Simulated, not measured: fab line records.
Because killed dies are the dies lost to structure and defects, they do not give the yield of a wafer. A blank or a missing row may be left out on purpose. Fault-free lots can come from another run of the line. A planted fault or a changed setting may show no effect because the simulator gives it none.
What tool caused it?	flow gf180mcu	12 lots, 36 wafers sampled, at 1 step of a route of 602

## WHAT THE GAUGES SHOWED, per wafer
GF_VT_IMPLANT_TW_MEAS_43.
lot	measured	on	VT_IMPLANT_4_TW
L075	day 7 18:34	filmMetro-02	694 694 694
L077	day 8 09:30	filmMetro-04	691 693 691
L079	day 8 23:15	filmMetro-02	694 693 694
L081	day 9 12:34	filmMetro-02	692 697 701
L083	day 10 02:26	filmMetro-02	694 698 693
L085	day 10 14:46	filmMetro-01	695 696 697
L087	day 11 04:52	filmMetro-01	698 695 698
L089	day 11 18:47	filmMetro-01	697 694 694
L091	day 12 07:07	filmMetro-02	689 692 688
L093	day 12 20:11	filmMetro-01	702 695 699
L095	day 13 11:44	filmMetro-02	690 691 687
L097	day 13 22:25	filmMetro-04	689 684 689

## EACH LOT AND THE TOOL THAT RAN IT (in order: tool; ch and the chambers of the sampled wafers; start)
The record holds no process step before these readings.

## THE ANSWER, worked out from the rows above alone
Rule: usual is defined by the lots themselves. Put in order of their means at a reading, lots are off if they are a third of the lots or fewer, leave a main group of 4 or more, and stand apart from it by a gap of 3 or more times the standard deviation of the main group's means; of several such gaps the widest counts. A main group whose means are all the same, to the digits that the tables above print for the reading, isn't used. A lot without any number at a reading at which 4 lots or more have one is off too. The other lots that the step has rows for count as sound.
Nothing can be told from this: no lot is off at any reading shown.

## WHAT THE SIMULATOR PUT IN
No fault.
